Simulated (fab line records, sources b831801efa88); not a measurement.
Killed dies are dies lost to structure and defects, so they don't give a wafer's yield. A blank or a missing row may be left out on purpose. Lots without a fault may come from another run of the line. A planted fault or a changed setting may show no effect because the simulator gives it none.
Which tool did it? | flow gf180mcu | 24 lots, 72 wafers sampled, at 6 steps of a route of 602

WHAT THE GAUGES READ, wafer by wafer
GF_M4_RS_MEAS_05: measures by four-point-probe.
lot  | measured     | on            | M4_ALCU_RS (ohm/sq)
L074 | day 22 04:16 | film_metro-01 | 0.0686 0.0687 0.0684
L075 | day 22 09:55 | film_metro-03 | 0.0699 0.0699 0.0697
L076 | day 22 22:52 | film_metro-02 | 0.0688 0.0685 0.0680
L077 | day 23 04:58 | film_metro-02 | 0.0691 0.0690 0.0695
L078 | day 24 00:25 | film_metro-03 | 0.0695 0.0700 0.0688
L079 | day 24 02:43 | film_metro-01 | 0.0676 0.0667 0.0666
L080 | day 24 11:13 | film_metro-02 | 0.0701 0.0700 0.0704
L081 | day 24 23:26 | film_metro-03 | 0.0681 0.0673 0.0675
L082 | day 25 20:23 | film_metro-03 | 0.0694 0.0695 0.0691
L083 | day 26 04:46 | film_metro-01 | 0.0693 0.0696 0.0690
L084 | day 26 07:34 | film_metro-03 | 0.0682 0.0688 0.0683
L085 | day 26 20:26 | film_metro-03 | 0.0698 0.0692 0.0694
L086 | day 27 00:32 | film_metro-01 | 0.0706 0.0697 0.0708
L087 | day 27 06:40 | film_metro-03 | 0.0700 0.0699 0.0703
L089 | day 27 12:17 | film_metro-03 | 0.0692 0.0691 0.0690
L088 | day 27 17:17 | film_metro-03 | 0.0693 0.0703 0.0701
L090 | day 27 22:11 | film_metro-01 | 0.0690 0.0691 0.0698
L092 | day 28 09:58 | film_metro-01 | 0.0689 0.0695 0.0691
L091 | day 28 10:55 | film_metro-01 | 0.0694 0.0693 0.0685
L093 | day 29 01:10 | film_metro-02 | 0.0694 0.0699 0.0697
L094 | day 29 03:11 | film_metro-03 | 0.0691 0.0696 0.0694
L095 | day 29 05:52 | film_metro-02 | 0.0701 0.0699 0.0702
L096 | day 29 12:56 | film_metro-03 | 0.0692 0.0691 0.0695
L097 | day 29 19:31 | film_metro-01 | 0.0687 0.0696 0.0703

GF_V4_OVL_MEAS_15.
lot  | measured     | on         | V4_OVL (nm)
L074 | day 24 04:05 | overlay-01 | 5 -1 1
L075 | day 24 08:21 | overlay-01 | 4 -3 -8
L076 | day 24 21:30 | overlay-01 | 5 -1 -6
L077 | day 25 03:29 | overlay-02 | -5 -2 1
L078 | day 25 21:10 | overlay-01 | 6 10 8
L079 | day 25 23:19 | overlay-01 | 0 -1 4
L080 | day 26 07:51 | overlay-01 | -5 -2 -1
L081 | day 26 19:14 | overlay-02 | -6 -4 -4
L082 | day 27 14:17 | overlay-02 | -14 -11 -10
L083 | day 27 22:35 | overlay-01 | 4 3 3
L084 | day 28 00:49 | overlay-02 | 6 4 7
L085 | day 28 14:18 | overlay-02 | -7 4 -5
L086 | day 28 17:46 | overlay-02 | -5 -2 1
L087 | day 28 23:14 | overlay-02 | -5 0 0
L089 | day 29 02:44 | overlay-01 | 4 6 5
L088 | day 29 09:05 | overlay-02 | 1 -2 3
L090 | day 29 14:58 | overlay-01 | -2 -4 -1
L092 | day 30 00:53 | overlay-02 | 0 1 3
L091 | day 30 02:29 | overlay-01 | 0 -6 -6
L093 | day 30 15:46 | overlay-02 | -8 -9 -10
L094 | day 30 17:30 | overlay-01 | -2 -6 -12
L095 | day 30 20:08 | overlay-02 | 2 -4 7
L096 | day 31 02:44 | overlay-02 | -3 -2 -6
L097 | day 31 09:12 | overlay-02 | -5 -11 -14

GF_V5_RS_MEAS_24: measures by four-point-probe.
lot  | measured     | on            | V5_W_RS (ohm/sq)
L074 | day 27 00:13 | film_metro-02 | 0.3273 0.3305 0.3299
L075 | day 27 05:22 | film_metro-03 | 0.3237 0.3261 0.3201
L076 | day 27 16:55 | film_metro-03 | 0.3274 0.3276 0.3305
L077 | day 27 22:10 | film_metro-04 | 0.3270 0.3290 0.3282
L078 | day 28 14:28 | film_metro-03 | 0.3248 0.3239 0.3232
L079 | day 28 16:28 | film_metro-03 | 0.3291 0.3298 0.3271
L080 | day 29 00:53 | film_metro-02 | 0.3302 0.3313 0.3310
L081 | day 29 11:13 | film_metro-03 | 0.3284 0.3261 0.3251
L082 | day 30 04:26 | film_metro-03 | 0.3254 0.3266 0.3237
L083 | day 30 13:16 | film_metro-03 | 0.3255 0.3240 0.3197
L084 | day 30 14:02 | film_metro-03 | 0.3298 0.3265 0.3299
L085 | day 31 02:01 | film_metro-03 | 0.3290 0.3305 0.3294
L086 | day 31 05:38 | film_metro-03 | 0.3339 0.3337 0.3293
L087 | day 31 10:31 | film_metro-03 | 0.3281 0.3249 0.3266
L089 | day 31 14:08 | film_metro-03 | 0.3245 0.3231 0.3236
L088 | day 31 20:08 | film_metro-02 | 0.3263 0.3234 0.3248
L090 | day 32 01:07 | film_metro-04 | 0.3292 0.3270 0.3266
L092 | day 32 10:15 | film_metro-04 | 0.3303 0.3257 0.3264
L091 | day 32 14:06 | film_metro-03 | 0.3283 0.3264 0.3303
L093 | day 32 22:57 | film_metro-03 | 0.3216 0.3253 0.3247
L094 | day 33 01:20 | film_metro-03 | 0.3250 0.3259 0.3232
L095 | day 33 03:01 | film_metro-04 | 0.3276 0.3326 0.3286
L096 | day 33 10:50 | film_metro-02 | 0.3284 0.3325 0.3264
L097 | day 33 14:31 | film_metro-04 | 0.3292 0.3324 0.3330

GF_PASSIVATION_THK_MEAS_03.
lot  | measured     | on            | PASSIVATION_CVD_02_THK (nm)
L074 | day 27 22:41 | film_metro-02 | 685 675 694
L075 | day 28 03:03 | film_metro-04 | 691 695 707
L076 | day 28 14:21 | film_metro-04 | 693 692 701
L077 | day 28 19:51 | film_metro-02 | 696 708 707
L078 | day 29 11:22 | film_metro-01 | 694 696 707
L079 | day 29 13:16 | film_metro-01 | 693 695 701
L080 | day 29 21:06 | film_metro-04 | 703 709 702
L081 | day 30 07:59 | film_metro-02 | 694 693 710
L082 | day 31 00:12 | film_metro-02 | 689 702 713
L083 | day 31 09:26 | film_metro-01 | 705 708 707
L084 | day 31 09:30 | film_metro-04 | 712 704 709
L085 | day 31 21:55 | film_metro-02 | 703 703 706
L086 | day 32 00:38 | film_metro-04 | 691 697 701
L087 | day 32 05:02 | film_metro-02 | 720 718 715
L089 | day 32 08:56 | film_metro-04 | 699 707 714
L088 | day 32 14:01 | film_metro-01 | 707 717 713
L090 | day 32 19:38 | film_metro-02 | 704 706 701
L092 | day 33 04:29 | film_metro-04 | 688 705 703
L091 | day 33 08:21 | film_metro-01 | 703 708 708
L093 | day 33 17:07 | film_metro-01 | 698 701 706
L094 | day 33 18:32 | film_metro-01 | 698 700 701
L095 | day 33 21:09 | film_metro-04 | 700 717 710
L096 | day 34 04:52 | film_metro-04 | 697 703 707
L097 | day 34 07:55 | film_metro-01 | 699 698 714

WHICH TOOL RAN EACH LOT (tool, then ch and the chambers of the sampled wafers, then the start)
lot  | GF_V3_SPUTTER_22             | GF_MIM_SPUTTER_07
L074 | pvd_sputter-02, day 22 03:25 | pvd_sputter-02, day 24 06:09
L075 | pvd_sputter-02, day 22 09:03 | pvd_sputter-02, day 24 10:03
L076 | pvd_sputter-03, day 22 21:59 | pvd_sputter-01, day 24 23:12
L077 | pvd_sputter-02, day 23 04:05 | pvd_sputter-02, day 25 05:10
L078 | pvd_sputter-02, day 23 23:32 | pvd_sputter-02, day 25 22:59
L079 | pvd_sputter-03, day 24 01:51 | pvd_sputter-02, day 26 01:20
L080 | pvd_sputter-03, day 24 10:20 | pvd_sputter-04, day 26 09:39
L081 | pvd_sputter-01, day 24 22:35 | pvd_sputter-02, day 26 21:05
L082 | pvd_sputter-02, day 25 19:30 | pvd_sputter-01, day 27 16:02
L083 | pvd_sputter-03, day 26 03:55 | pvd_sputter-01, day 28 00:25
L084 | pvd_sputter-01, day 26 06:39 | pvd_sputter-04, day 28 02:36
L085 | pvd_sputter-01, day 26 19:33 | pvd_sputter-02, day 28 15:59
L086 | pvd_sputter-03, day 26 23:41 | pvd_sputter-02, day 28 19:29
L087 | pvd_sputter-01, day 27 05:47 | pvd_sputter-02, day 29 00:56
L089 | pvd_sputter-02, day 27 11:23 | pvd_sputter-01, day 29 04:30
L088 | pvd_sputter-03, day 27 16:23 | pvd_sputter-02, day 29 10:46
L090 | pvd_sputter-01, day 27 21:16 | pvd_sputter-04, day 29 16:38
L092 | pvd_sputter-01, day 28 09:05 | pvd_sputter-01, day 30 02:37
L091 | pvd_sputter-01, day 28 10:03 | pvd_sputter-04, day 30 04:11
L093 | pvd_sputter-03, day 29 00:19 | pvd_sputter-02, day 30 17:29
L094 | pvd_sputter-02, day 29 02:19 | pvd_sputter-01, day 30 19:19
L095 | pvd_sputter-03, day 29 04:59 | pvd_sputter-01, day 30 21:49
L096 | pvd_sputter-02, day 29 12:01 | pvd_sputter-04, day 31 04:26
L097 | pvd_sputter-01, day 29 18:39 | pvd_sputter-02, day 31 10:55
- GF_V3_SPUTTER_22: material TiN, target thk 10 nm, time 40 s.
- GF_MIM_SPUTTER_07: material TiN, target thk 60 nm, time 50 s.

WHAT THE TOOLS THEMSELVES READ (means of the sampled wafers that have a number; where no wafer has one, the mark that the record gives instead)
GF_V3_SPUTTER_22.
lot  | tool           | throttle_valve_pct (%)
L074 | pvd_sputter-02 | 29.7
L075 | pvd_sputter-02 | 29.6
L076 | pvd_sputter-03 | 30.3
L077 | pvd_sputter-02 | 29.7
L078 | pvd_sputter-02 | 29.2
L079 | pvd_sputter-03 | 30.5
L080 | pvd_sputter-03 | 29.9
L081 | pvd_sputter-01 | 29.5
L082 | pvd_sputter-02 | 28.5
L083 | pvd_sputter-03 | 30.4
L084 | pvd_sputter-01 | 29.4
L085 | pvd_sputter-01 | 27.9
L086 | pvd_sputter-03 | 29.0
L087 | pvd_sputter-01 | 29.5
L089 | pvd_sputter-02 | 28.7
L088 | pvd_sputter-03 | 30.6
L090 | pvd_sputter-01 | 28.5
L092 | pvd_sputter-01 | 28.9
L091 | pvd_sputter-01 | 28.9
L093 | pvd_sputter-03 | 29.8
L094 | pvd_sputter-02 | 30.1
L095 | pvd_sputter-03 | 30.1
L096 | pvd_sputter-02 | 29.0
L097 | pvd_sputter-01 | 29.8

GF_MIM_SPUTTER_07.
lot  | tool           | throttle_valve_pct (%)
L074 | pvd_sputter-02 | 29.8
L075 | pvd_sputter-02 | 29.5
L076 | pvd_sputter-01 | 27.9
L077 | pvd_sputter-02 | 28.3
L078 | pvd_sputter-02 | 29.5
L079 | pvd_sputter-02 | 29.0
L080 | pvd_sputter-04 | 30.5
L081 | pvd_sputter-02 | 29.2
L082 | pvd_sputter-01 | 29.6
L083 | pvd_sputter-01 | 28.8
L084 | pvd_sputter-04 | 30.1
L085 | pvd_sputter-02 | 29.6
L086 | pvd_sputter-02 | 28.9
L087 | pvd_sputter-02 | 29.5
L089 | pvd_sputter-01 | 29.6
L088 | pvd_sputter-02 | 29.1
L090 | pvd_sputter-04 | 29.6
L092 | pvd_sputter-01 | 29.4
L091 | pvd_sputter-04 | 30.2
L093 | pvd_sputter-02 | 29.2
L094 | pvd_sputter-01 | 28.5
L095 | pvd_sputter-01 | 29.3
L096 | pvd_sputter-04 | 31.1
L097 | pvd_sputter-02 | 29.7

THE ANSWER, worked out from the rows above alone
Rule: what is usual is taken from the lots themselves. Put in order of their means at a reading, lots are off if they are a third of the lots or fewer, leave a main group of 4 or more, and stand apart from it by a gap of 3 or more times the standard deviation of the main group's means; of several such gaps the widest counts. A main group whose means are all the same, to the digits that the tables above print for the reading, isn't used. A lot without any number at a reading at which 4 lots or more have one is off too. The other lots that the step has rows for count as sound. The gauges are gone through in route order, then the tools' own readings, and for those a lot's mean is taken as printed above. The first step at which some lot is off is used, and at that step the reading that is off furthest; a lot without a number counts as furthest.
No lot is off at any reading shown: from this, nothing can be told.

WHAT THE SIMULATOR HAD PUT IN
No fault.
